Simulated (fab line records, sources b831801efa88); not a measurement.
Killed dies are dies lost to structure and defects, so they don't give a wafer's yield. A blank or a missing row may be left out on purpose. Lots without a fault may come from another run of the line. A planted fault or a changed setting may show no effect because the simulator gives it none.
Which tool did it? | flow sky130 | 12 lots, 36 wafers sampled, at 5 steps of a route of 708

WHAT THE GAUGES READ, wafer by wafer
SKY_VT_ADJUST_HVTR_TW_MEAS_11.
lot  | measured     | on            | VT_ADJUST_HVTR_TW
L628 | day 9 06:32  | film_metro-02 | 210.1 209.0 211.1
L629 | day 9 20:28  | film_metro-04 | 213.0 211.1 212.2
L630 | day 10 04:16 | film_metro-02 | 212.5 213.0 213.0
L633 | day 10 23:17 | film_metro-04 | 213.0 214.9 213.0
L636 | day 11 18:02 | film_metro-03 | 210.4 209.8 212.6
L638 | day 12 13:34 | film_metro-04 | 212.6 211.9 212.2
L641 | day 13 10:32 | film_metro-04 | 213.0 213.2 212.4
L642 | day 14 02:07 | film_metro-04 | 212.7 212.8 212.5
L645 | day 15 02:18 | film_metro-02 | 211.7 211.0 211.3
L649 | day 16 02:42 | film_metro-04 | 212.6 212.4 211.8
L650 | day 16 05:22 | film_metro-03 | 211.2 211.3 210.3
L651 | day 16 13:39 | film_metro-04 | 212.0 212.9 212.2

SKY_SONOS_TUNNEL_TW_MEAS_12.
lot  | measured     | on            | SONOS_TUNNEL_TW
L628 | day 11 03:24 | film_metro-02 | 199.6 199.2 199.8
L629 | day 11 18:46 | film_metro-01 | 199.3 199.9 200.0
L630 | day 12 02:48 | film_metro-01 | 198.7 198.9 198.6
L633 | day 13 01:08 | film_metro-03 | 197.5 196.7 197.1
L636 | day 13 21:29 | film_metro-03 | 197.5 196.8 196.0
L638 | day 14 19:16 | film_metro-01 | 209.4 208.1 207.5 209.3 207.3 207.9
L641 | day 15 15:55 | film_metro-02 | 198.5 198.2 197.3
L642 | day 16 07:40 | film_metro-01 | 208.5 209.1 208.3 208.7 208.5 207.8
L645 | day 17 09:46 | film_metro-02 | 199.7 199.3 198.5
L649 | day 18 13:19 | film_metro-03 | 196.8 197.7 198.1
L650 | day 18 15:25 | film_metro-03 | 198.6 197.1 197.4
L651 | day 19 01:35 | film_metro-02 | 198.2 198.4 197.8

SKY_SONOS_ONO_THK_MEAS_05.
lot  | measured     | on            | SONOS_ONO_CVD_04_THK (nm)
L628 | day 11 08:49 | film_metro-03 | 5.76 5.87 5.65
L629 | day 11 22:38 | film_metro-01 | 5.68 5.69 5.72
L630 | day 12 07:17 | film_metro-01 | 5.70 5.76 5.75
L633 | day 13 05:36 | film_metro-04 | 5.53 5.63 5.61
L636 | day 14 02:15 | film_metro-01 | 5.66 5.85 5.73
L638 | day 15 02:55 | film_metro-03 | 5.63 5.57 5.47
L641 | day 15 21:55 | film_metro-03 | 5.56 5.63 5.59
L642 | day 16 18:53 | film_metro-01 | 5.78 5.74 5.80
L645 | day 17 14:17 | film_metro-03 | 5.71 5.66 5.75
L649 | day 18 20:10 | film_metro-04 | 5.78 5.84 5.88
L650 | day 18 21:44 | film_metro-01 | 5.73 5.61 5.61
L651 | day 19 08:32 | film_metro-03 | 5.82 5.87 5.78

WHICH TOOL RAN EACH LOT (tool, then ch and the chambers of the sampled wafers, then the start)
lot  | SKY_VT_ADJUST_HVTP_STRIP_10          | SKY_SONOS_TUNNEL_IMPLANT_09
L628 | plasma_asher-03 ch 0,1, day 5 22:27  | implanter-02 ch 0, day 11 03:00
L629 | plasma_asher-03 ch 0,1, day 6 09:45  | implanter-04 ch 0, day 11 18:11
L630 | plasma_asher-04 ch 0,1, day 6 15:40  | implanter-02 ch 0, day 12 02:26
L633 | plasma_asher-04 ch 0,1, day 7 09:11  | implanter-02 ch 0, day 13 00:42
L636 | plasma_asher-03 ch 0,1, day 8 00:45  | implanter-02 ch 0, day 13 21:02
L638 | plasma_asher-03 ch 0,1, day 8 17:19  | implanter-02 ch 0, day 14 18:52
L641 | plasma_asher-02 ch 0,1, day 9 10:03  | implanter-01 ch 0, day 15 15:32
L642 | plasma_asher-04 ch 0,1, day 9 23:50  | implanter-02 ch 0, day 16 07:15
L645 | plasma_asher-03 ch 0,1, day 10 19:46 | implanter-04 ch 0, day 17 09:23
L649 | plasma_asher-04 ch 0, day 11 17:26   | implanter-01 ch 0, day 18 12:55
L650 | plasma_asher-03 ch 0,1, day 11 19:35 | implanter-04 ch 0, day 18 15:01
L651 | plasma_asher-03 ch 0,1, day 12 03:56 | implanter-04 ch 0, day 19 01:11
- SKY_VT_ADJUST_HVTP_STRIP_10: strips in O2/N2.
- SKY_SONOS_TUNNEL_IMPLANT_09

WHAT THE TOOLS THEMSELVES READ (means of the sampled wafers that have a number; where no wafer has one, the mark that the record gives instead)
SKY_VT_ADJUST_HVTP_STRIP_10.
lot  | tool            | drypump_motor_current_A (A) | oes_product_au (a.u.) | strip_time_to_endpoint_s (s)
L628 | plasma_asher-03 | 5.6                         | 0.717                 | 14.12
L629 | plasma_asher-03 | 5.5                         | 0.715                 | 14.21
L630 | plasma_asher-04 | 5.1                         | 0.718                 | 14.24
L633 | plasma_asher-04 | 5.1                         | 0.715                 | 14.14
L636 | plasma_asher-03 | 5.3                         | 0.717                 | 14.24
L638 | plasma_asher-03 | 5.6                         | 0.714                 | 14.23
L641 | plasma_asher-02 | 6.3                         | 0.713                 | 14.18
L642 | plasma_asher-04 | 5.1                         | 0.716                 | 14.20
L645 | plasma_asher-03 | 5.3                         | 0.715                 | 14.15
L649 | plasma_asher-04 | 5.1                         | 0.717                 | 14.14
L650 | plasma_asher-03 | 5.3                         | 0.717                 | 14.15
L651 | plasma_asher-03 | 5.3                         | 0.716                 | 14.21

SKY_SONOS_TUNNEL_IMPLANT_09.
lot  | tool         | beam_energy_keV | beam_on_s (s)
L628 | implanter-02 | 19.999          | 10.14
L629 | implanter-04 | 20.005          | 10.16
L630 | implanter-02 | 20.002          | 9.73
L633 | implanter-02 | 20.000          | 10.14
L636 | implanter-02 | 20.002          | 10.26
L638 | implanter-02 | 25.487          | 9.93
L641 | implanter-01 | 19.999          | 10.18
L642 | implanter-02 | 25.482          | 10.05
L645 | implanter-04 | 20.001          | 10.05
L649 | implanter-01 | 20.010          | 10.11
L650 | implanter-04 | 20.006          | 10.00
L651 | implanter-04 | 20.001          | 9.86

THE ANSWER, worked out from the rows above alone
Rule: what is usual is taken from the lots themselves. Put in order of their means at a reading, lots are off if they are a third of the lots or fewer, leave a main group of 4 or more, and stand apart from it by a gap of 3 or more times the standard deviation of the main group's means; of several such gaps the widest counts. A main group whose means are all the same, to the digits that the tables above print for the reading, isn't used. A lot without any number at a reading at which 4 lots or more have one is off too. The other lots that the step has rows for count as sound. The gauges are gone through in route order, then the tools' own readings, and for those a lot's mean is taken as printed above. The first step at which some lot is off is used, and at that step the reading that is off furthest; a lot without a number counts as furthest.
Off: L638, L642, at SKY_SONOS_TUNNEL_TW_MEAS_12 (SONOS_TUNNEL_TW). The main group: mean 198.2, standard deviation 0.97.
A tool fits if, at a process step before that reading, it ran every lot that is off, and no sound lot after the first of them. The gauges at SKY_SONOS_TUNNEL_TW_MEAS_12 aren't tried: what is off there is off at SKY_SONOS_TUNNEL_IMPLANT_09 too, on other tools, and a gauge's error can't cause that. One fits: implanter-02 at SKY_SONOS_TUNNEL_IMPLANT_09. Its last sound lot is L636 (day 13 21:02), its first lot that is off L638 (day 14 18:52): a fault that began between those two fits.
The tool's own readings at SKY_SONOS_TUNNEL_IMPLANT_09 bear it out: on the lots that are off they differ by more than 5 times the standard deviation of the sound lots' means. beam_energy_keV reads 25.484 there against 20.003 on the sound lots.

WHAT THE SIMULATOR HAD PUT IN
Process parameter drift: implanter-02, from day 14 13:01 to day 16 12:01, at SKY_SONOS_TUNNEL_IMPLANT_09. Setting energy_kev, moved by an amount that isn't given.
Lots struck among those shown: L638, L642. The rule above found the same.
